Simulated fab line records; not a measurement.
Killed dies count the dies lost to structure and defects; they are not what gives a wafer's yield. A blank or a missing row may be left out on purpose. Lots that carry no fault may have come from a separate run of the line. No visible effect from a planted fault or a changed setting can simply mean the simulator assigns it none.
What tool caused it? -- flow sky130 -- 12 lots, 36 wafers sampled, at 5 steps of a route of 708

## WHAT THE GAUGES SHOWED, per wafer
SKY_CONTACT_OVL_MEAS_15. Usual: CONTACT_OVL typically reads 0 nm, with standard deviation 4.8.
lot,measured,on,CONTACT_OVL (nm),flag
L448,day 31 10:11,overlay-01,10 -2 11,
L450,day 32 19:58,overlay-01,3 -2 -1,
L451,day 33 05:10,overlay-01,3 -1 -3,
L453,day 33 09:26,overlay-01,-8 -5 6,
L452,day 33 15:55,overlay-01,5 3 1,
L461,day 36 00:38,overlay-02,-1 3 -5,
L463,day 36 10:25,overlay-01,6 5 5,
L465,day 37 05:10,overlay-02,3 -2 -1,
L467,day 37 16:11,overlay-02,-3 7 1,
L468,day 38 00:26,overlay-02,-2 3 -4,
L469,day 38 02:17,overlay-01,-2 -4 -5,
L470,day 38 10:43,overlay-01,-7 -1 -2,

SKY_METAL1_THK_MEAS_06: measures by xrf. Usual: METAL1_ALCU_THK typically reads 254.0 nm, with standard deviation 2.3.
lot,measured,on,METAL1_ALCU_THK (nm),flag
L448,day 31 12:04,film-metro-02,252.5 253.2 253.8,
L450,day 32 21:44,film-metro-02,253.6 254.9 252.6,
L451,day 33 06:55,film-metro-02,257.3 256.8 257.4,
L453,day 33 11:09,film-metro-04,251.8 251.5 251.8,
L452,day 33 17:42,film-metro-04,254.7 256.5 252.7,
L461,day 36 02:18,film-metro-04,253.5 254.7 256.1,
L463,day 36 12:10,film-metro-02,254.4 254.3 256.1,
L465,day 37 06:50,film-metro-04,255.7 256.9 256.2,
L467,day 37 18:01,film-metro-01,255.9 256.0 255.5,
L468,day 38 02:25,film-metro-04,253.4 252.8 252.4,
L469,day 38 03:58,film-metro-02,254.3 255.7 256.0,
L470,day 38 12:23,film-metro-02,250.9 248.3 251.0,

## WHICH TOOL RAN EACH LOT (tool, then ch and the chambers of the sampled wafers, then the start)
lot,SKY_RES_PROTECT_COAT_02,SKY_RES_PROTECT_STRIP_07,SKY_METAL1_SPUTTER_03
L448,"litho-track-02 ch 0, day 14 09:09","plasma-asher-03 ch 0,1, day 14 22:08","pvd-sputter-02, day 31 11:51"
L450,"litho-track-02 ch 0, day 15 16:45","plasma-asher-04 ch 0,1, day 16 06:10","pvd-sputter-04, day 32 21:33"
L451,"litho-track-02 ch 0, day 16 03:28","plasma-asher-04 ch 0, day 16 17:19","pvd-sputter-04, day 33 06:43"
L453,"litho-track-02 ch 0, day 16 10:01","plasma-asher-02 ch 0,1, day 17 00:05","pvd-sputter-02, day 33 10:56"
L452,"litho-track-03 ch 0, day 16 11:17","plasma-asher-03 ch 0,1, day 17 01:36","pvd-sputter-04, day 33 17:31"
L461,"litho-track-04 ch 0, day 19 07:44","plasma-asher-03 ch 0,1, day 20 00:09","pvd-sputter-01, day 36 02:06"
L463,"litho-track-03 ch 0, day 19 20:36","plasma-asher-02 ch 0,1, day 20 12:26","pvd-sputter-04, day 36 11:57"
L465,"litho-track-04 ch 0, day 20 18:19","plasma-asher-03 ch 0,1, day 21 10:42","pvd-sputter-04, day 37 06:39"
L467,"litho-track-04 ch 0, day 21 09:35","plasma-asher-03 ch 0,1, day 22 01:12","pvd-sputter-04, day 37 17:49"
L468,"litho-track-03 ch 0, day 21 15:37","plasma-asher-03 ch 0,1, day 22 07:42","pvd-sputter-04, day 38 02:13"
L469,"litho-track-04 ch 0, day 21 21:05","plasma-asher-02 ch 0,1, day 22 13:01","pvd-sputter-04, day 38 03:46"
L470,"litho-track-02 ch 0, day 22 09:30","plasma-asher-04 ch 0,1, day 23 01:00","pvd-sputter-02, day 38 12:12"
- SKY_RES_PROTECT_COAT_02: resist thk 1140 nm.
- SKY_RES_PROTECT_STRIP_07: strips in O2/N2.
- SKY_METAL1_SPUTTER_03: material Ti, target thk 5 nm, time 3.3 s.

## WHAT THE TOOLS THEMSELVES READ (means of the sampled wafers that have a number; where no wafer has one, the mark that the record gives instead)
SKY_RES_PROTECT_COAT_02. Usual: resist-line-temp-C reads 22.99 C (standard deviation 0.11).
lot,tool,resist-line-temp-C (C),flag
L448,litho-track-02,23.11,
L450,litho-track-02,22.94,
L451,litho-track-02,22.99,
L453,litho-track-02,22.87,
L452,litho-track-03,23.00,
L461,litho-track-04,23.08,
L463,litho-track-03,22.81,
L465,litho-track-04,23.04,
L467,litho-track-04,22.91,
L468,litho-track-03,23.11,
L469,litho-track-04,22.97,
L470,litho-track-02,22.95,

SKY_RES_PROTECT_STRIP_07. Usual: drypump-motor-current-A 5.54 A, standard deviation 0.27; oes-product-au 0.518 a.u., standard deviation 0.0048; strip-time-to-endpoint-s 23.30 s, standard deviation 0.051.
lot,tool,drypump-motor-current-A (A),oes-product-au (a.u.),strip-time-to-endpoint-s (s),flag
L448,plasma-asher-03,5.63,0.516,23.26,
L450,plasma-asher-04,5.28,0.517,23.35,
L451,plasma-asher-04,5.11,0.456,18.18,OFF
L453,plasma-asher-02,5.56,0.463,18.16,OFF
L452,plasma-asher-03,5.64,0.518,23.31,
L461,plasma-asher-03,5.66,0.519,23.28,
L463,plasma-asher-02,5.59,0.514,23.27,
L465,plasma-asher-03,5.62,0.518,23.29,
L467,plasma-asher-03,5.68,0.517,23.30,
L468,plasma-asher-03,5.66,0.517,23.25,
L469,plasma-asher-02,5.60,0.517,23.33,
L470,plasma-asher-04,5.20,0.514,23.30,

SKY_METAL1_SPUTTER_03. Usual: throttle-valve-pct reads 30.7 % (standard deviation 0.68).
lot,tool,throttle-valve-pct (%),flag
L448,pvd-sputter-02,30.3,
L450,pvd-sputter-04,30.8,
L451,pvd-sputter-04,30.2,
L453,pvd-sputter-02,30.8,
L452,pvd-sputter-04,30.3,
L461,pvd-sputter-01,30.9,
L463,pvd-sputter-04,30.4,
L465,pvd-sputter-04,31.0,
L467,pvd-sputter-04,31.2,
L468,pvd-sputter-04,29.8,
L469,pvd-sputter-04,30.5,
L470,pvd-sputter-02,30.8,

## THE ANSWER, worked out from the rows above alone
Rule: a lot is off if the mean of its wafers that have a number lies more than 3 standard deviations from the usual mean. Also off: a lot with no number at a reading for which 4 or more lots have one. The other lots that the step has rows for count as sound. First the gauges in route order, then the tools' own readings, where a lot's mean is used as printed above. The first step at which some lot is off is used, and at that step the reading that is off furthest; a lot without a number counts as furthest.
Off: L451, L453, at SKY_RES_PROTECT_STRIP_07 (strip-time-to-endpoint-s).
A tool fits if, at that step or a process step before it, it ran every lot that is off, and no sound lot after the first of them. None of those tried fits.

## WHAT THE SIMULATOR HAD INSERTED
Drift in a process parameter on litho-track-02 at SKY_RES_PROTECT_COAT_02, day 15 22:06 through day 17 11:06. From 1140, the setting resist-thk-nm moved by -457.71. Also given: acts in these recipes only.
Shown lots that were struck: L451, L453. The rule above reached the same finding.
